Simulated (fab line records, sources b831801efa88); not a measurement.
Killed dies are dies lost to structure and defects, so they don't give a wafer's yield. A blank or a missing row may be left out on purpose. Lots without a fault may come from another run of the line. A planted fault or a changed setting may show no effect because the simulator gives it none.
Which tool did it? | flow gf180mcu | 13 lots, 39 wafers sampled, at 5 steps of a route of 602

WHAT THE GAUGES READ, wafer by wafer
GF_DNWELL_TW_MEAS_09.
lot  | measured    | on            | DNWELL_TW
L614 | day 2 17:36 | film_metro-03 | 1356 1360 1359
L615 | day 3 00:05 | film_metro-03 | 1343 1348 1357
L617 | day 3 10:42 | film_metro-02 | 1346 1341 1346
L618 | day 3 16:31 | film_metro-03 | 1370 1359 1366
L619 | day 3 21:49 | film_metro-03 | 1356 1350 1356
L620 | day 4 02:01 | film_metro-02 | 1351 1353 1353
L622 | day 4 16:34 | film_metro-02 | 1351 1347 1351
L625 | day 5 04:42 | film_metro-01 | 1348 1360 1362
L632 | day 6 20:32 | film_metro-01 | 1349 1356 1344
L633 | day 7 00:48 | film_metro-01 | 1355 1351 1347
L634 | day 7 05:53 | film_metro-02 | 1351 1345 1346
L636 | day 7 17:38 | film_metro-03 | 1354 1353 1365
L637 | day 7 21:50 | film_metro-03 | 1355 1362 1363

GF_VT_IMPLANT_TW_MEAS_32.
lot  | measured     | on            | VT_IMPLANT_3_TW
L614 | day 6 21:26  | film_metro-04 | 270.2 268.3 269.5
L615 | day 7 07:07  | film_metro-04 | 269.1 267.7 268.2
L617 | day 7 19:02  | film_metro-02 | 268.0 267.7 267.8
L618 | day 8 03:25  | film_metro-02 | 266.7 264.4 267.0
L619 | day 8 08:59  | film_metro-02 | 265.9 265.3 264.4
L620 | day 8 12:07  | film_metro-03 | 270.8 270.1 271.1
L622 | day 9 09:45  | film_metro-02 | 266.8 267.8 267.3
L625 | day 9 22:20  | film_metro-03 | 270.7 269.5 269.4
L632 | day 12 00:34 | film_metro-03 | 270.3 268.0 268.9
L633 | day 12 04:27 | film_metro-02 | 266.4 267.1 267.8
L634 | day 12 11:34 | film_metro-02 | 268.2 267.3 268.7
L636 | day 13 00:59 | film_metro-02 | 266.3 268.4 269.4
L637 | day 13 06:28 | film_metro-04 | 269.2 270.2 269.5

GF_VT_IMPLANT_RS_MEAS_49: measures by four-point-probe.
lot  | measured     | on            | MVPSD_RS (ohm/sq)
L614 | day 7 13:58  | film_metro-03 | 1167 1166 1164
L615 | day 8 00:17  | film_metro-03 | 1175 1178 1173
L617 | day 8 12:18  | film_metro-04 | 1166 1171 1171
L618 | day 8 20:32  | film_metro-03 | 1168 1168 1167
L619 | day 9 02:59  | film_metro-03 | 1175 1172 1170
L620 | day 9 05:14  | film_metro-03 | 1168 1166 1166
L622 | day 10 03:51 | film_metro-01 | 1171 1174 1169
L625 | day 10 16:59 | film_metro-04 | 1180 1178 1181
L632 | day 12 20:48 | film_metro-01 | 1171 1169 1171
L633 | day 13 01:18 | film_metro-04 | 1171 1168 1172
L634 | day 13 07:44 | film_metro-01 | 1172 1170 1167
L636 | day 13 22:17 | film_metro-01 | 1168 1166 1172
L637 | day 14 03:49 | film_metro-04 | 1173 1175 1173

WHICH TOOL RAN EACH LOT (tool, then ch and the chambers of the sampled wafers, then the start)
lot  | GF_MVPSD_IMPLANT_09             | GF_VT_IMPLANT_STRIP_31
L614 | implanter-04 ch 0, day 4 23:26  | plasma_asher-03 ch 1, day 6 21:19
L615 | implanter-02 ch 0, day 5 08:16  | plasma_asher-01 ch 0,1, day 7 07:01
L617 | implanter-02 ch 0, day 5 19:08  | plasma_asher-03 ch 0,1, day 7 18:55
L618 | implanter-04 ch 0, day 6 02:28  | plasma_asher-03 ch 0,1, day 8 03:19
L619 | implanter-02 ch 0, day 6 07:37  | plasma_asher-03 ch 0,1, day 8 08:54
L620 | implanter-02 ch 0, day 6 11:43  | plasma_asher-04 ch 0,1, day 8 12:01
L622 | implanter-04 ch 0, day 7 06:15  | plasma_asher-01 ch 0,1, day 9 09:39
L625 | implanter-02 ch 0, day 7 19:10  | plasma_asher-03 ch 0,1, day 9 22:15
L632 | implanter-03 ch 0, day 9 17:25  | plasma_asher-04 ch 0,1, day 12 00:28
L633 | implanter-04 ch 0, day 9 21:08  | plasma_asher-04 ch 0,1, day 12 04:21
L634 | implanter-03 ch 0, day 10 02:43 | plasma_asher-03 ch 0,1, day 12 11:28
L636 | implanter-04 ch 0, day 10 15:44 | plasma_asher-01 ch 0,1, day 13 00:52
L637 | implanter-04 ch 0, day 10 20:59 | plasma_asher-03 ch 0,1, day 13 06:21
- GF_MVPSD_IMPLANT_09
- GF_VT_IMPLANT_STRIP_31: strips in O2/N2.

WHAT THE TOOLS THEMSELVES READ (means of the sampled wafers that have a number; where no wafer has one, the mark that the record gives instead)
GF_MVPSD_IMPLANT_09.
lot  | tool         | faraday_current_uA
L614 | implanter-04 | 28.3
L615 | implanter-02 | 28.3
L617 | implanter-02 | 28.4
L618 | implanter-04 | 28.4
L619 | implanter-02 | 28.1
L620 | implanter-02 | 28.1
L622 | implanter-04 | 28.1
L625 | implanter-02 | 27.7
L632 | implanter-03 | 28.4
L633 | implanter-04 | 28.3
L634 | implanter-03 | 28.7
L636 | implanter-04 | 28.7
L637 | implanter-04 | 28.0

GF_VT_IMPLANT_STRIP_31.
lot  | tool            | drypump_motor_current_A (A) | heater_power_w (W) | o2_flow_sccm (sccm) | oes_product_au (a.u.) | strip_time_to_endpoint_s (s)
L614 | plasma_asher-03 | 6.4                         | 330                | 3014                | 0.716                 | 12.53
L615 | plasma_asher-01 | 5.7                         | 375                | 2996                | 0.715                 | 12.65
L617 | plasma_asher-03 | 6.4                         | 366                | 2997                | 0.710                 | 12.68
L618 | plasma_asher-03 | 6.3                         | 344                | 2997                | 0.718                 | 12.60
L619 | plasma_asher-03 | 6.4                         | 346                | 3004                | 0.713                 | 12.62
L620 | plasma_asher-04 | 5.2                         | 298                | 2996                | 0.715                 | 12.63
L622 | plasma_asher-01 | 5.7                         | 379                | 3000                | 0.715                 | 12.61
L625 | plasma_asher-03 | 6.3                         | 343                | 3008                | 0.718                 | 12.67
L632 | plasma_asher-04 | 5.2                         | 303                | 2997                | 0.717                 | 12.59
L633 | plasma_asher-04 | 5.0                         | 317                | 2997                | 0.713                 | 12.64
L634 | plasma_asher-03 | 6.4                         | 370                | 3002                | 0.722                 | 12.63
L636 | plasma_asher-01 | 5.8                         | 373                | 3011                | 0.720                 | 12.65
L637 | plasma_asher-03 | 6.4                         | 348                | 2996                | 0.716                 | 12.65

THE ANSWER, worked out from the rows above alone
Rule: what is usual is taken from the lots themselves. Put in order of their means at a reading, lots are off if they are a third of the lots or fewer, leave a main group of 4 or more, and stand apart from it by a gap of 3 or more times the standard deviation of the main group's means; of several such gaps the widest counts. A main group whose means are all the same, to the digits that the tables above print for the reading, isn't used. A lot without any number at a reading at which 4 lots or more have one is off too. The other lots that the step has rows for count as sound. The gauges are gone through in route order, then the tools' own readings, and for those a lot's mean is taken as printed above. The first step at which some lot is off is used, and at that step the reading that is off furthest; a lot without a number counts as furthest.
No lot is off at any reading shown: from this, nothing can be told.

WHAT THE SIMULATOR HAD PUT IN
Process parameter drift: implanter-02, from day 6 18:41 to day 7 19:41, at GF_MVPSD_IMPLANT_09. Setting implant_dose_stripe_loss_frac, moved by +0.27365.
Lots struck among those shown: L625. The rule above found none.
